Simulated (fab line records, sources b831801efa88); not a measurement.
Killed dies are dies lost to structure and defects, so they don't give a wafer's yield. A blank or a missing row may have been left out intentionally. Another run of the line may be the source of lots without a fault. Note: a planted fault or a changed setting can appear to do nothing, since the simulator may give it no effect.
The tool behind it: which one? | flow sky130 | 11 lots, 33 wafers sampled, at 6 steps of a route of 708

WHAT THE GAUGES SHOWED, per wafer
SKY_VIA3_OVL_MEAS_13. Usual: VIA3_OVL typically reads -4 nm, with standard deviation 4.9.
lot  | measured     | on         | VIA3_OVL (nm) | flag
L498 | day 40 16:13 | overlay-01 | -12 -13 -6    | 
L500 | day 40 22:01 | overlay-01 | 0 -13 -3      | 
L501 | day 40 22:34 | overlay-01 | -9 -5 -4      | 
L503 | day 41 01:13 | overlay-01 | 2 -5 -7       | 
L504 | day 41 17:43 | overlay-01 | -7 -8 -8      | 
L505 | day 41 20:49 | overlay-02 | -2 -4 -8      | 
L508 | day 42 12:52 | overlay-02 | -5 -7 -3      | 
L510 | day 43 03:49 | overlay-01 | -7 -2 -3      | 
L511 | day 43 05:19 | overlay-02 | -4 1 -1       | 
L516 | day 45 01:52 | overlay-02 | -6 -2 -7      | 
L518 | day 45 07:46 | overlay-01 | -5 -3 1       | 

SKY_VIA3_THK_MEAS_23: measures by xrf. Usual: VIA3_W_THK typically reads 408 nm, with standard deviation 5.9.
lot  | measured     | on           | VIA3_W_THK (nm) | flag
L498 | day 40 17:18 | filmMetro-03 | 413 408 411     | 
L500 | day 40 23:04 | filmMetro-01 | 404 401 401     | 
L501 | day 40 23:37 | filmMetro-04 | 405 405 397     | 
L503 | day 41 02:15 | filmMetro-01 | 417 410 407     | 
L504 | day 41 18:48 | filmMetro-04 | 401 411 407     | 
L505 | day 41 21:52 | filmMetro-03 | 406 408 415     | 
L508 | day 42 13:56 | filmMetro-01 | 416 414 404     | 
L510 | day 43 04:53 | filmMetro-03 | 419 407 410     | 
L511 | day 43 06:23 | filmMetro-03 | 411 412 411     | 
L516 | day 45 07:08 | filmMetro-01 | 401 411 408     | 
L518 | day 45 08:48 | filmMetro-03 | 411 413 411     | 

SKY_CAP2M_RS_MEAS_03: measures by four-point-probe. Usual: CAP2M_TIN_RS typically reads 6.89 ohm/sq, with standard deviation 0.064.
lot  | measured     | on           | CAP2M_TIN_RS (ohm/sq)         | flag
L498 | day 40 18:15 | filmMetro-01 | 6.96 6.97 6.91                | 
L500 | day 40 23:47 | filmMetro-03 | 6.80 6.79 6.81                | 
L501 | day 41 00:19 | filmMetro-02 | 6.87 6.92 6.83                | 
L503 | day 41 02:57 | filmMetro-03 | 6.93 6.96 7.05                | 
L504 | day 41 19:30 | filmMetro-02 | 6.94 6.93 6.93                | 
L505 | day 41 22:40 | filmMetro-03 | 6.94 6.97 6.94                | 
L508 | day 42 14:40 | filmMetro-03 | 6.86 6.92 6.87                | 
L510 | day 43 05:35 | filmMetro-02 | 6.39 6.34 6.37 6.38 6.35 6.37 | OFF
L511 | day 43 07:05 | filmMetro-02 | 6.36 6.42 6.38 6.36 6.43 6.37 | OFF
L516 | day 45 07:53 | filmMetro-02 | 6.82 6.91 6.79                | 
L518 | day 45 09:33 | filmMetro-03 | 6.85 6.88 6.92                | 

SKY_CAP2M_THK_MEAS_04: measures by xrf. Usual: CAP2M_TIN_THK typically reads 201.0 nm, with standard deviation 2.2.
lot  | measured     | on           | CAP2M_TIN_THK (nm)                  | flag
L498 | day 40 18:22 | filmMetro-01 | 200.3 199.2 201.8                   | 
L500 | day 40 23:53 | filmMetro-03 | 205.6 204.1 204.1                   | 
L501 | day 41 00:26 | filmMetro-02 | 199.1 197.7 200.3                   | 
L503 | day 41 03:04 | filmMetro-03 | 199.3 198.2 195.1                   | 
L504 | day 41 19:37 | filmMetro-02 | 197.7 197.8 198.0                   | 
L505 | day 41 22:47 | filmMetro-03 | 199.2 197.6 199.9                   | 
L508 | day 42 14:46 | filmMetro-03 | 202.1 201.2 202.8                   | 
L510 | day 43 09:11 | filmMetro-02 | 216.1 216.1 216.6 216.4 217.7 216.9 | OFF
L511 | day 43 08:55 | filmMetro-02 | 216.2 214.8 215.6 215.7 214.2 216.1 | OFF
L516 | day 45 08:00 | filmMetro-02 | 201.7 199.2 203.0                   | 
L518 | day 45 09:40 | filmMetro-03 | 202.7 202.0 201.6                   | 

WHAT TOOL EACH LOT RAN ON (gives the tool, then ch and the chambers of the sampled wafers, and finally the start)
lot  | SKY_CAP2M_CVD_00                | SKY_CAP2M_SPUTTER_02
L498 | pecvd-04 ch 0,1, day 40 18:02   | pvdSputter-02, day 40 18:07
L500 | pecvd-03 ch 0,1, day 40 23:34   | pvdSputter-02, day 40 23:39
L501 | pecvd-04 ch 0,2, day 41 00:07   | pvdSputter-04, day 41 00:12
L503 | pecvd-04 ch 0,2, day 41 02:46   | pvdSputter-03, day 41 02:50
L504 | pecvd-04 ch 0,1,2, day 41 19:19 | pvdSputter-03, day 41 19:23
L505 | pecvd-01 ch 0,1, day 41 22:26   | pvdSputter-04, day 41 22:32
L508 | pecvd-01 ch 0,1, day 42 14:26   | pvdSputter-02, day 42 14:32
L510 | pecvd-04 ch 0,1, day 43 05:23   | pvdSputter-02, day 43 05:28
L511 | pecvd-01 ch 0,1,2, day 43 06:54 | pvdSputter-02, day 43 06:59
L516 | pecvd-03 ch 0,1,2, day 45 07:41 | pvdSputter-04, day 45 07:46
L518 | pecvd-04 ch 0,1, day 45 09:22   | pvdSputter-03, day 45 09:26
- SKY_CAP2M_CVD_00: deposits SiO2, target thk 15.5 nm.
- SKY_CAP2M_SPUTTER_02: material TiN, target thk 200 nm, time 166.7 s.

WHAT THE TOOLS THEMSELVES READ (means of the sampled wafers that have a number; where no wafer has one, the mark that the record gives instead)
SKY_CAP2M_CVD_00. Usual: heaterPowerW reads 729 W (standard deviation 83).
lot  | tool     | heaterPowerW (W) | flag
L498 | pecvd-04 | 664              | 
L500 | pecvd-03 | 778              | 
L501 | pecvd-04 | 682              | 
L503 | pecvd-04 | 673              | 
L504 | pecvd-04 | 650              | 
L505 | pecvd-01 | 756              | 
L508 | pecvd-01 | 667              | 
L510 | pecvd-04 | 708              | 
L511 | pecvd-01 | 702              | 
L516 | pecvd-03 | 828              | 
L518 | pecvd-04 | 732              | 

SKY_CAP2M_SPUTTER_02. Usual: throttleValvePct reads 30.0 % (standard deviation 0.89).
lot  | tool          | throttleValvePct (%) | flag
L498 | pvdSputter-02 | 30.2                 | 
L500 | pvdSputter-02 | 30.0                 | 
L501 | pvdSputter-04 | 29.9                 | 
L503 | pvdSputter-03 | 29.2                 | 
L504 | pvdSputter-03 | 29.5                 | 
L505 | pvdSputter-04 | 29.7                 | 
L508 | pvdSputter-02 | 30.0                 | 
L510 | pvdSputter-02 | 30.1                 | 
L511 | pvdSputter-02 | 30.5                 | 
L516 | pvdSputter-04 | 29.0                 | 
L518 | pvdSputter-03 | 31.1                 | 

THE ANSWER, worked out from the rows above alone
Rule: a lot counts as off when the mean over its wafers that have a number is more than 3 standard deviations away from the usual mean. A lot without any number at a reading at which 4 lots or more have one is off too. The other lots that the step has rows for count as sound. First the gauges in route order, then the tools' own readings, where a lot's mean is used as printed above. The first step at which some lot is off is used, and at that step the reading that is off furthest; a lot without a number counts as furthest.
Off: L510, L511, at SKY_CAP2M_RS_MEAS_03 (CAP2M_TIN_RS).
A tool fits if, at a process step before that reading, it ran every lot that is off, and no sound lot after the first of them. The gauges at SKY_CAP2M_RS_MEAS_03 are tried like those tools. One candidate fits, namely pvdSputter-02 at SKY_CAP2M_SPUTTER_02. Its last sound lot is L508 (day 42 14:32), its first lot that is off L510 (day 43 05:28): a fault that began between those two fits.

WHAT HAD BEEN PUT IN BY THE SIMULATOR
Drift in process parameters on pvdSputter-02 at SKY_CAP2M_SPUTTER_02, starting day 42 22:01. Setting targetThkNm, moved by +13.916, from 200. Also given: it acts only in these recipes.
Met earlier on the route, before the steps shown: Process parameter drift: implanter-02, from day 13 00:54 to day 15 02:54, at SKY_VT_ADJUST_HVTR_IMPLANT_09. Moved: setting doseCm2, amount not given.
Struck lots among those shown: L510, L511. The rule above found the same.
